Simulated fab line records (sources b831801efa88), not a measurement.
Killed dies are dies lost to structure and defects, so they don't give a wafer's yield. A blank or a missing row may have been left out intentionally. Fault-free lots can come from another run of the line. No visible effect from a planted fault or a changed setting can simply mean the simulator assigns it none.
Which tool is to blame? :: flow gf180mcu :: 13 lots, 39 wafers sampled, at 3 steps of a route of 602

## WHAT THE GAUGES SHOWED, per wafer
GF_MIM_THK_MEAS_11: measures by xrf. Usual: for MIM_ALCU_THK the level is 199.5 nm and the standard deviation is 2.4.
lot: L479
measured: day 24 18:27
on: film-metro-01
MIM_ALCU_THK (nm): 195.9 197.8 199.7
flag: 

lot: L480
measured: day 25 02:23
on: film-metro-01
MIM_ALCU_THK (nm): 199.0 200.6 198.7
flag: 

lot: L481
measured: day 25 12:01
on: film-metro-03
MIM_ALCU_THK (nm): 201.5 201.2 201.0
flag: 

lot: L482
measured: day 25 19:53
on: film-metro-01
MIM_ALCU_THK (nm): 199.2 198.8 200.6
flag: 

lot: L483
measured: day 26 01:17
on: film-metro-01
MIM_ALCU_THK (nm): 203.1 198.8 199.7
flag: 

lot: L485
measured: day 26 17:05
on: film-metro-04
MIM_ALCU_THK (nm): 201.5 202.3 199.5
flag: 

lot: L488
measured: day 27 18:08
on: film-metro-03
MIM_ALCU_THK (nm): 201.3 196.3 200.1
flag: 

lot: L489
measured: day 28 03:27
on: film-metro-04
MIM_ALCU_THK (nm): 201.4 202.6 200.0
flag: 

lot: L493
measured: day 29 05:43
on: film-metro-04
MIM_ALCU_THK (nm): 197.1 198.5 199.3
flag: 

lot: L494
measured: day 29 08:37
on: film-metro-04
MIM_ALCU_THK (nm): 200.3 201.5 199.9
flag: 

lot: L495
measured: day 29 15:48
on: film-metro-03
MIM_ALCU_THK (nm): 198.0 197.4 201.7
flag: 

lot: L497
measured: day 30 09:39
on: film-metro-01
MIM_ALCU_THK (nm): 199.0 197.1 196.8
flag: 

lot: L500
measured: day 31 01:41
on: film-metro-03
MIM_ALCU_THK (nm): 201.5 201.5 202.8
flag: 

## EACH LOT AND THE TOOL THAT RAN IT (in order: tool; ch and the chambers of the sampled wafers; start)
lot: L479
GF_M4_SPUTTER_02: pvd-sputter-04, day 22 17:35
GF_MIM_SPUTTER_09: pvd-sputter-02, day 24 18:16

lot: L480
GF_M4_SPUTTER_02: pvd-sputter-04, day 23 02:35
GF_MIM_SPUTTER_09: pvd-sputter-02, day 25 02:14

lot: L481
GF_M4_SPUTTER_02: pvd-sputter-02, day 23 12:40
GF_MIM_SPUTTER_09: pvd-sputter-02, day 25 11:52

lot: L482
GF_M4_SPUTTER_02: pvd-sputter-04, day 23 20:16
GF_MIM_SPUTTER_09: pvd-sputter-02, day 25 19:44

lot: L483
GF_M4_SPUTTER_02: pvd-sputter-02, day 24 03:01
GF_MIM_SPUTTER_09: pvd-sputter-02, day 26 01:08

lot: L485
GF_M4_SPUTTER_02: pvd-sputter-04, day 24 19:34
GF_MIM_SPUTTER_09: pvd-sputter-01, day 26 16:56

lot: L488
GF_M4_SPUTTER_02: pvd-sputter-04, day 25 21:50
GF_MIM_SPUTTER_09: pvd-sputter-02, day 27 17:58

lot: L489
GF_M4_SPUTTER_02: pvd-sputter-04, day 26 06:52
GF_MIM_SPUTTER_09: pvd-sputter-02, day 28 03:16

lot: L493
GF_M4_SPUTTER_02: pvd-sputter-03, day 27 10:37
GF_MIM_SPUTTER_09: pvd-sputter-01, day 29 05:34

lot: L494
GF_M4_SPUTTER_02: pvd-sputter-02, day 27 14:09
GF_MIM_SPUTTER_09: pvd-sputter-04, day 29 08:28

lot: L495
GF_M4_SPUTTER_02: pvd-sputter-03, day 27 21:41
GF_MIM_SPUTTER_09: pvd-sputter-01, day 29 15:38

lot: L497
GF_M4_SPUTTER_02: pvd-sputter-03, day 28 16:05
GF_MIM_SPUTTER_09: pvd-sputter-04, day 30 09:29

lot: L500
GF_M4_SPUTTER_02: pvd-sputter-04, day 29 10:02
GF_MIM_SPUTTER_09: pvd-sputter-04, day 31 01:31
- GF_M4_SPUTTER_02: material AlCu, target thk 450 nm, time 23.9 s.
- GF_MIM_SPUTTER_09: material TiN, target thk 35 nm, time 29.2 s.

## AS READ BY THE TOOLS THEMSELVES (means over the sampled wafers that have a number; for cases with no such wafer, the mark the record gives instead)
GF_M4_SPUTTER_02. Usual: 30.1 % for throttle-valve-pct, sd 1.
lot: L479
tool: pvd-sputter-04
throttle-valve-pct (%): 30.0
flag: 

lot: L480
tool: pvd-sputter-04
throttle-valve-pct (%): 29.8
flag: 

lot: L481
tool: pvd-sputter-02
throttle-valve-pct (%): 29.2
flag: 

lot: L482
tool: pvd-sputter-04
throttle-valve-pct (%): 29.7
flag: 

lot: L483
tool: pvd-sputter-02
throttle-valve-pct (%): 29.9
flag: 

lot: L485
tool: pvd-sputter-04
throttle-valve-pct (%): 30.1
flag: 

lot: L488
tool: pvd-sputter-04
throttle-valve-pct (%): 30.5
flag: 

lot: L489
tool: pvd-sputter-04
throttle-valve-pct (%): 30.7
flag: 

lot: L493
tool: pvd-sputter-03
throttle-valve-pct (%): 31.2
flag: 

lot: L494
tool: pvd-sputter-02
throttle-valve-pct (%): 29.4
flag: 

lot: L495
tool: pvd-sputter-03
throttle-valve-pct (%): 31.2
flag: 

lot: L497
tool: pvd-sputter-03
throttle-valve-pct (%): 30.6
flag: 

lot: L500
tool: pvd-sputter-04
throttle-valve-pct (%): 30.2
flag: 

GF_MIM_SPUTTER_09. Usual: 29.7 % for throttle-valve-pct, sd 1.2.
lot: L479
tool: pvd-sputter-02
throttle-valve-pct (%): 29.9
flag: 

lot: L480
tool: pvd-sputter-02
throttle-valve-pct (%): 29.9
flag: 

lot: L481
tool: pvd-sputter-02
throttle-valve-pct (%): 30.2
flag: 

lot: L482
tool: pvd-sputter-02
throttle-valve-pct (%): 29.4
flag: 

lot: L483
tool: pvd-sputter-02
throttle-valve-pct (%): 29.2
flag: 

lot: L485
tool: pvd-sputter-01
throttle-valve-pct (%): 28.7
flag: 

lot: L488
tool: pvd-sputter-02
throttle-valve-pct (%): 29.3
flag: 

lot: L489
tool: pvd-sputter-02
throttle-valve-pct (%): 29.2
flag: 

lot: L493
tool: pvd-sputter-01
throttle-valve-pct (%): 28.5
flag: 

lot: L494
tool: pvd-sputter-04
throttle-valve-pct (%): 30.2
flag: 

lot: L495
tool: pvd-sputter-01
throttle-valve-pct (%): 29.8
flag: 

lot: L497
tool: pvd-sputter-04
throttle-valve-pct (%): 29.8
flag: 

lot: L500
tool: pvd-sputter-04
throttle-valve-pct (%): 30.6
flag: 

## THE ANSWER, worked out from the rows above alone
Rule: lot off if the mean of its wafers having a number is beyond 3 standard deviations from the usual mean. Also off: a lot with no number at a reading for which 4 or more lots have one. Where the step has rows for the other lots, those lots are counted as sound. The gauges are gone through in route order, then the tools' own readings, and for those a lot's mean is taken as printed above. At the first step where some lot is off, the reading lying furthest off is the one used; lots without a number count as furthest.
No lot is off at any reading shown: from this, nothing can be told.

## WHAT THE SIMULATOR HAD INSERTED
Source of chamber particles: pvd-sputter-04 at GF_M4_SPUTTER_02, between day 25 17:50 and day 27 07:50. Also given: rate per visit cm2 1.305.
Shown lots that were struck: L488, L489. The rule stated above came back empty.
